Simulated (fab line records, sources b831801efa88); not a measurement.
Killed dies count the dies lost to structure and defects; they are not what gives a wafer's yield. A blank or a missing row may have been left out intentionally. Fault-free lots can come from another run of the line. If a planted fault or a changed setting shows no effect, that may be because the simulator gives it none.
Which tool is to blame? || flow gf180mcu || 13 lots, 39 wafers sampled, at 5 steps of a route of 602

WHAT EACH GAUGE READ, for each wafer
GF_HV_LDD_CD_MEAS_19: the cd target is 400 nm.
{"lot": "L525", "measured": "day 10 20:12", "on": "cd-sem-01", "cd-nm (nm)": "402.2 403.0 400.6"}
{"lot": "L526", "measured": "day 11 05:51", "on": "cd-sem-02", "cd-nm (nm)": "398.4 400.8 399.8"}
{"lot": "L528", "measured": "day 11 16:58", "on": "cd-sem-01", "cd-nm (nm)": "399.9 401.2 400.5"}
{"lot": "L529", "measured": "day 12 02:08", "on": "cd-sem-01", "cd-nm (nm)": "397.7 400.9 397.9"}
{"lot": "L531", "measured": "day 12 09:35", "on": "cd-sem-02", "cd-nm (nm)": "399.6 400.0 400.6"}
{"lot": "L532", "measured": "day 12 18:29", "on": "cd-sem-01", "cd-nm (nm)": "400.4 401.1 402.0"}
{"lot": "L533", "measured": "day 13 06:23", "on": "cd-sem-02", "cd-nm (nm)": "397.4 399.4 399.0"}
{"lot": "L535", "measured": "day 13 21:44", "on": "cd-sem-02", "cd-nm (nm)": "397.6 397.9 398.2"}
{"lot": "L539", "measured": "day 15 02:47", "on": "cd-sem-02", "cd-nm (nm)": "398.5 400.1 401.3"}
{"lot": "L541", "measured": "day 15 16:41", "on": "cd-sem-02", "cd-nm (nm)": "406.4 404.1 401.7"}
{"lot": "L546", "measured": "day 17 14:00", "on": "cd-sem-01", "cd-nm (nm)": "402.7 403.0 401.0"}
{"lot": "L547", "measured": "day 18 00:44", "on": "cd-sem-02", "cd-nm (nm)": "403.1 402.4 401.7"}
{"lot": "L548", "measured": "day 18 08:53", "on": "cd-sem-02", "cd-nm (nm)": "396.9 394.7 396.1"}

GF_HV_LDD_RS_MEAS_53: measures by four-point-probe.
{"lot": "L525", "measured": "day 12 11:17", "on": "film-metro-01", "HV_LDD_RS (ohm/sq)": "419.6 418.0 418.7"}
{"lot": "L526", "measured": "day 12 21:20", "on": "film-metro-01", "HV_LDD_RS (ohm/sq)": "420.1 419.5 419.9"}
{"lot": "L528", "measured": "day 13 09:30", "on": "film-metro-02", "HV_LDD_RS (ohm/sq)": "417.8 416.7 415.8"}
{"lot": "L529", "measured": "day 13 19:32", "on": "film-metro-04", "HV_LDD_RS (ohm/sq)": "417.3 418.2 418.4"}
{"lot": "L531", "measured": "day 14 03:23", "on": "film-metro-04", "HV_LDD_RS (ohm/sq)": "419.0 418.5 418.2"}
{"lot": "L532", "measured": "day 14 12:44", "on": "film-metro-01", "HV_LDD_RS (ohm/sq)": "419.7 418.7 418.9"}
{"lot": "L533", "measured": "day 15 00:58", "on": "film-metro-01", "HV_LDD_RS (ohm/sq)": "421.0 419.6 419.8"}
{"lot": "L535", "measured": "day 15 17:55", "on": "film-metro-02", "HV_LDD_RS (ohm/sq)": "417.9 417.5 417.9"}
{"lot": "L539", "measured": "day 16 23:56", "on": "film-metro-02", "HV_LDD_RS (ohm/sq)": "414.5 414.4 413.6"}
{"lot": "L541", "measured": "day 17 13:44", "on": "film-metro-02", "HV_LDD_RS (ohm/sq)": "414.0 413.7 412.8"}
{"lot": "L546", "measured": "day 19 12:43", "on": "film-metro-01", "HV_LDD_RS (ohm/sq)": "418.9 419.8 419.5"}
{"lot": "L547", "measured": "day 20 00:37", "on": "film-metro-02", "HV_LDD_RS (ohm/sq)": "419.5 418.9 419.0"}
{"lot": "L548", "measured": "day 20 10:28", "on": "film-metro-02", "HV_LDD_RS (ohm/sq)": "417.9 416.9 416.5"}

GF_M2_THK_MEAS_06: measures by xrf.
{"lot": "L525", "measured": "day 18 05:28", "on": "film-metro-02", "M2_ALCU_THK (nm)": "448 445 450"}
{"lot": "L526", "measured": "day 18 14:19", "on": "film-metro-03", "M2_ALCU_THK (nm)": "455 462 457"}
{"lot": "L528", "measured": "day 19 07:52", "on": "film-metro-03", "M2_ALCU_THK (nm)": "456 450 447"}
{"lot": "L529", "measured": "day 19 18:23", "on": "film-metro-04", "M2_ALCU_THK (nm)": "457 461 461"}
{"lot": "L531", "measured": "day 20 06:07", "on": "film-metro-02", "M2_ALCU_THK (nm)": "461 451 461"}
{"lot": "L532", "measured": "day 20 11:15", "on": "film-metro-03", "M2_ALCU_THK (nm)": "467 463 466"}
{"lot": "L533", "measured": "day 21 06:41", "on": "film-metro-04", "M2_ALCU_THK (nm)": "459 461 462"}
{"lot": "L535", "measured": "day 21 22:51", "on": "film-metro-03", "M2_ALCU_THK (nm)": "457 457 452"}
{"lot": "L539", "measured": "day 23 05:15", "on": "film-metro-04", "M2_ALCU_THK (nm)": "461 458 455"}
{"lot": "L541", "measured": "day 23 18:34", "on": "film-metro-03", "M2_ALCU_THK (nm)": "457 452 456"}
{"lot": "L546", "measured": "day 25 15:52", "on": "film-metro-03", "M2_ALCU_THK (nm)": "457 457 456"}
{"lot": "L547", "measured": "day 26 03:05", "on": "film-metro-02", "M2_ALCU_THK (nm)": "449 447 455"}
{"lot": "L548", "measured": "day 26 12:40", "on": "film-metro-03", "M2_ALCU_THK (nm)": "454 457 456"}

WHAT TOOL EACH LOT RAN ON (gives the tool, then ch and the chambers of the sampled wafers, and finally the start)
{"lot": "L525", "GF_HV_LDD_RTA_52": "rtp-anneal-01 ch 0, day 12 11:09", "GF_V1_ETCH_16": "rie-diel-03 ch 2,3, day 18 02:19"}
{"lot": "L526", "GF_HV_LDD_RTA_52": "rtp-anneal-02 ch 0, day 12 21:16", "GF_V1_ETCH_16": "rie-diel-04 ch 0,1,2, day 18 12:14"}
{"lot": "L528", "GF_HV_LDD_RTA_52": "rtp-anneal-01 ch 0, day 13 09:25", "GF_V1_ETCH_16": "rie-diel-03 ch 0,2, day 19 06:08"}
{"lot": "L529", "GF_HV_LDD_RTA_52": "rtp-anneal-01 ch 0, day 13 19:28", "GF_V1_ETCH_16": "rie-diel-03 ch 0,2, day 19 16:40"}
{"lot": "L531", "GF_HV_LDD_RTA_52": "rtp-anneal-01 ch 0, day 14 03:18", "GF_V1_ETCH_16": "rie-diel-03 ch 1,2,3, day 20 04:23"}
{"lot": "L532", "GF_HV_LDD_RTA_52": "rtp-anneal-02 ch 0, day 14 12:40", "GF_V1_ETCH_16": "rie-diel-04 ch 0,3, day 20 09:32"}
{"lot": "L533", "GF_HV_LDD_RTA_52": "rtp-anneal-02 ch 0, day 15 00:54", "GF_V1_ETCH_16": "rie-diel-03 ch 0,3, day 21 04:58"}
{"lot": "L535", "GF_HV_LDD_RTA_52": "rtp-anneal-02 ch 0, day 15 17:51", "GF_V1_ETCH_16": "rie-diel-04 ch 1,2, day 21 21:02"}
{"lot": "L539", "GF_HV_LDD_RTA_52": "rtp-anneal-02 ch 0, day 16 23:52", "GF_V1_ETCH_16": "rie-diel-03 ch 0,1,3, day 23 03:31"}
{"lot": "L541", "GF_HV_LDD_RTA_52": "rtp-anneal-02 ch 0, day 17 13:36", "GF_V1_ETCH_16": "rie-diel-02 ch 0,1,3, day 23 16:50"}
{"lot": "L546", "GF_HV_LDD_RTA_52": "rtp-anneal-01 ch 0, day 19 12:38", "GF_V1_ETCH_16": "rie-diel-02 ch 0,1,2, day 25 14:08"}
{"lot": "L547", "GF_HV_LDD_RTA_52": "rtp-anneal-01 ch 0, day 20 00:34", "GF_V1_ETCH_16": "rie-diel-04 ch 0,1,3, day 26 01:22"}
{"lot": "L548", "GF_HV_LDD_RTA_52": "rtp-anneal-02 ch 0, day 20 10:23", "GF_V1_ETCH_16": "rie-diel-04 ch 0,2, day 26 10:56"}
- GF_HV_LDD_RTA_52: time 10 s.
- GF_V1_ETCH_16: etches BARC in N2/H2.

WHAT THE TOOLS THEMSELVES READ (means of the sampled wafers that have a number; where no wafer has one, the mark that the record gives instead)
GF_HV_LDD_RTA_52.
{"lot": "L525", "tool": "rtp-anneal-01", "lamp-power-pct (%)": 29.5, "wafer_temp_C_max": 1007.7}
{"lot": "L526", "tool": "rtp-anneal-02", "lamp-power-pct (%)": 26.5, "wafer_temp_C_max": 1004.3}
{"lot": "L528", "tool": "rtp-anneal-01", "lamp-power-pct (%)": 29.4, "wafer_temp_C_max": 1005.8}
{"lot": "L529", "tool": "rtp-anneal-01", "lamp-power-pct (%)": 29.4, "wafer_temp_C_max": 1006.8}
{"lot": "L531", "tool": "rtp-anneal-01", "lamp-power-pct (%)": 29.4, "wafer_temp_C_max": 1008.3}
{"lot": "L532", "tool": "rtp-anneal-02", "lamp-power-pct (%)": 26.5, "wafer_temp_C_max": 1004.6}
{"lot": "L533", "tool": "rtp-anneal-02", "lamp-power-pct (%)": 26.5, "wafer_temp_C_max": 1004.6}
{"lot": "L535", "tool": "rtp-anneal-02", "lamp-power-pct (%)": 26.5, "wafer_temp_C_max": 1005.2}
{"lot": "L539", "tool": "rtp-anneal-02", "lamp-power-pct (%)": 19.6, "wafer_temp_C_max": 888.4}
{"lot": "L541", "tool": "rtp-anneal-02", "lamp-power-pct (%)": 19.6, "wafer_temp_C_max": 888.1}
{"lot": "L546", "tool": "rtp-anneal-01", "lamp-power-pct (%)": 29.5, "wafer_temp_C_max": 1007.7}
{"lot": "L547", "tool": "rtp-anneal-01", "lamp-power-pct (%)": 29.5, "wafer_temp_C_max": 1008.4}
{"lot": "L548", "tool": "rtp-anneal-02", "lamp-power-pct (%)": 26.5, "wafer_temp_C_max": 1004.5}

GF_V1_ETCH_16.
{"lot": "L525", "tool": "rie-diel-03", "chamber-pressure-mTorr (mTorr)": 30.000, "drypump-motor-current-A (A)": 6.0, "oes-product-au (a.u.)": 0.846, "rf-fwd-power-W (W)": 496.5, "throttle-valve-pct (%)": 13.229}
{"lot": "L526", "tool": "rie-diel-04", "chamber-pressure-mTorr (mTorr)": 29.993, "drypump-motor-current-A (A)": 5.7, "oes-product-au (a.u.)": 0.853, "rf-fwd-power-W (W)": 494.0, "throttle-valve-pct (%)": 13.233}
{"lot": "L528", "tool": "rie-diel-03", "chamber-pressure-mTorr (mTorr)": 29.990, "drypump-motor-current-A (A)": 5.6, "oes-product-au (a.u.)": 0.849, "rf-fwd-power-W (W)": 494.9, "throttle-valve-pct (%)": 13.225}
{"lot": "L529", "tool": "rie-diel-03", "chamber-pressure-mTorr (mTorr)": 30.029, "drypump-motor-current-A (A)": 5.6, "oes-product-au (a.u.)": 0.857, "rf-fwd-power-W (W)": 494.0, "throttle-valve-pct (%)": 13.228}
{"lot": "L531", "tool": "rie-diel-03", "chamber-pressure-mTorr (mTorr)": 30.015, "drypump-motor-current-A (A)": 6.1, "oes-product-au (a.u.)": 0.864, "rf-fwd-power-W (W)": 496.4, "throttle-valve-pct (%)": 13.227}
{"lot": "L532", "tool": "rie-diel-04", "chamber-pressure-mTorr (mTorr)": 29.992, "drypump-motor-current-A (A)": 5.3, "oes-product-au (a.u.)": 0.853, "rf-fwd-power-W (W)": 497.1, "throttle-valve-pct (%)": 13.234}
{"lot": "L533", "tool": "rie-diel-03", "chamber-pressure-mTorr (mTorr)": 30.010, "drypump-motor-current-A (A)": 5.8, "oes-product-au (a.u.)": 0.858, "rf-fwd-power-W (W)": 492.8, "throttle-valve-pct (%)": 13.226}
{"lot": "L535", "tool": "rie-diel-04", "chamber-pressure-mTorr (mTorr)": 29.995, "drypump-motor-current-A (A)": 5.8, "oes-product-au (a.u.)": 0.853, "rf-fwd-power-W (W)": 494.3, "throttle-valve-pct (%)": 13.227}
{"lot": "L539", "tool": "rie-diel-03", "chamber-pressure-mTorr (mTorr)": 30.008, "drypump-motor-current-A (A)": 6.1, "oes-product-au (a.u.)": 0.856, "rf-fwd-power-W (W)": 494.5, "throttle-valve-pct (%)": 13.234}
{"lot": "L541", "tool": "rie-diel-02", "chamber-pressure-mTorr (mTorr)": 29.996, "drypump-motor-current-A (A)": 6.2, "oes-product-au (a.u.)": 0.851, "rf-fwd-power-W (W)": 494.5, "throttle-valve-pct (%)": 13.219}
{"lot": "L546", "tool": "rie-diel-02", "chamber-pressure-mTorr (mTorr)": 30.025, "drypump-motor-current-A (A)": 6.2, "oes-product-au (a.u.)": 0.847, "rf-fwd-power-W (W)": 495.9, "throttle-valve-pct (%)": 13.232}
{"lot": "L547", "tool": "rie-diel-04", "chamber-pressure-mTorr (mTorr)": 30.010, "drypump-motor-current-A (A)": 5.6, "oes-product-au (a.u.)": 0.853, "rf-fwd-power-W (W)": 495.5, "throttle-valve-pct (%)": 13.232}
{"lot": "L548", "tool": "rie-diel-04", "chamber-pressure-mTorr (mTorr)": 29.980, "drypump-motor-current-A (A)": 5.7, "oes-product-au (a.u.)": 0.853, "rf-fwd-power-W (W)": 495.0, "throttle-valve-pct (%)": 13.225}

THE ANSWER, worked out from the rows above alone
Rule: the lots themselves supply what counts as usual. Put in order of their means at a reading, lots are off if they are a third of the lots or fewer, leave a main group of 4 or more, and stand apart from it by a gap of 3 or more times the standard deviation of the main group's means; of several such gaps the widest counts. If all means in a main group match to the digits the tables above print for the reading, that group is not used. A lot without any number at a reading at which 4 lots or more have one is off too. Any other lot the step has rows for is counted as sound. The gauges are gone through in route order, then the tools' own readings, and for those a lot's mean is taken as printed above. The first step at which some lot is off is used, and at that step the reading that is off furthest; a lot without a number counts as furthest.
Off: L539, L541 (GF_HV_LDD_RTA_52, wafer_temp_C_max). The main group has a mean of 1006.2 with a standard deviation of 1.6.
A tool fits if, at that step or a process step before it, it ran every lot that is off, and no sound lot after the first of them. Of those tried, none fits.

WHAT HAD BEEN PUT IN BY THE SIMULATOR
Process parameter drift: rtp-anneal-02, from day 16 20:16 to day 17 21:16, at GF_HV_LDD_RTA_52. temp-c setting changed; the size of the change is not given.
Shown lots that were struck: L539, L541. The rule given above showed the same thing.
